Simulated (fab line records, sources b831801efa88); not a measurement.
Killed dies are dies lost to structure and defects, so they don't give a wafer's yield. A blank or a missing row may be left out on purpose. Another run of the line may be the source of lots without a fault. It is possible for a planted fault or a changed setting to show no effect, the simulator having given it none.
Commonality check across tools | flow sfq line | 12 lots and 36 wafers in the sample

== WHAT PROMPTED THE OPENING ==
Of 12 lots, 2 have the reading M1_NB_RS flagged at SFQ_M1_RS_MEAS_909. Wafers without a fault read 0.888 ohm/sq, standard deviation 0.0097.
Rule: flag the lot when none of its wafers has a number, or when each of its wafers that has one lies beyond 4 standard deviations from that mean. As for the other lots, they are considered sound.

lot  | measured     | on            | M1_NB_RS (ohm/sq), wafer by wafer | flag
L884 | day 17 17:28 | film metro-03 | 0.870 0.888 0.875                 |
L885 | day 18 16:16 | film metro-01 | 0.883 0.890 0.885                 |
L886 | day 18 20:29 | film metro-01 | 0.885 0.887 0.882                 |
L887 | day 19 02:38 | film metro-03 | 0.876 0.872 0.881                 |
L888 | day 19 19:33 | film metro-01 | 0.888 0.896 0.896                 |
L889 | day 20 07:32 | film metro-03 | 0.878 0.890 0.896                 |
L899 | day 24 16:48 | film metro-04 | 1.029 1.030 1.046                 | FLAGGED
L900 | day 25 08:31 | film metro-01 | 1.031 1.036 1.024                 | FLAGGED
L903 | day 25 23:33 | film metro-03 | 0.896 0.885 0.902                 |
L905 | day 26 10:48 | film metro-01 | 0.882 0.880 0.881                 |
L906 | day 27 06:41 | film metro-03 | 0.866 0.871 0.870                 |
L907 | day 27 16:03 | film metro-04 | 0.879 0.878 0.894                 |
On average the flagged lots' numbers are 1.033 ohm/sq, which is +0.145 ohm/sq against the usual, or +15 standard deviations.

== TOOL THAT RAN EACH LOT ==
The record holds 1 process step before the reading, out of a route of 325 steps. Each cell gives the tool, then ch followed by the chambers the sampled wafers passed through, then the start.
lot  | flag    | SFQ_TRILAYER_M1_DEP_SPUTTER_037
L884 |         | pvd sputter-03, day 17 17:22
L885 |         | pvd sputter-03, day 18 16:10
L886 |         | pvd sputter-03, day 18 20:22
L887 |         | pvd sputter-03, day 19 02:30
L888 |         | pvd sputter-06, day 19 19:26
L889 |         | pvd sputter-03, day 20 07:26
L899 | FLAGGED | pvd sputter-04, day 24 16:41
L900 | FLAGGED | pvd sputter-04, day 25 08:25
L903 |         | pvd sputter-03, day 25 23:25
L905 |         | pvd sputter-06, day 26 10:41
L906 |         | pvd sputter-06, day 27 06:35
L907 |         | pvd sputter-03, day 27 15:58
What is done by these steps:
- SFQ_TRILAYER_M1_DEP_SPUTTER_037: material Nb, target thk 200 nm, time 133.3 s.
- SFQ_M1_RS_MEAS_909: measures by four-point-probe.

== FLAGGED OVER TOTAL, TOOL BY TOOL (the gauges that took the reading come last) ==
step                            | tool           | lots run | flagged | share of the flagged lots | sound lots run after its first flagged lot
SFQ_TRILAYER_M1_DEP_SPUTTER_037 | pvd sputter-03 | 7        | 0       | none                      | -
SFQ_TRILAYER_M1_DEP_SPUTTER_037 | pvd sputter-04 | 2        | 2       | all                       | 0
SFQ_TRILAYER_M1_DEP_SPUTTER_037 | pvd sputter-06 | 3        | 0       | none                      | -
SFQ_M1_RS_MEAS_909              | film metro-01  | 5        | 1       | some                      | 1 (L905)
SFQ_M1_RS_MEAS_909              | film metro-03  | 5        | 0       | none                      | -
SFQ_M1_RS_MEAS_909              | film metro-04  | 2        | 1       | some                      | 1 (L907)

== WHAT THE TABLE ALLOWS ==
All flagged lots share 1 row of the table, namely pvd sputter-04 at SFQ_TRILAYER_M1_DEP_SPUTTER_037.
- pvd sputter-04 at SFQ_TRILAYER_M1_DEP_SPUTTER_037: 2 of its 2 lots flagged. It ran no sound lot before its first flagged lot in this sample, so the start can't be narrowed down.
Left over: one tool, pvd sputter-04 at SFQ_TRILAYER_M1_DEP_SPUTTER_037.

== WHAT HAD BEEN PUT IN BY THE SIMULATOR ==
Site profile drift: pvd sputter-04, from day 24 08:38 on, at SFQ_TRILAYER_M1_DEP_SPUTTER_037. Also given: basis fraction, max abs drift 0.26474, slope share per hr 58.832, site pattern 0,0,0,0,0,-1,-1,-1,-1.
Lots struck among those shown: L899, L900. The rule given above showed the same thing.
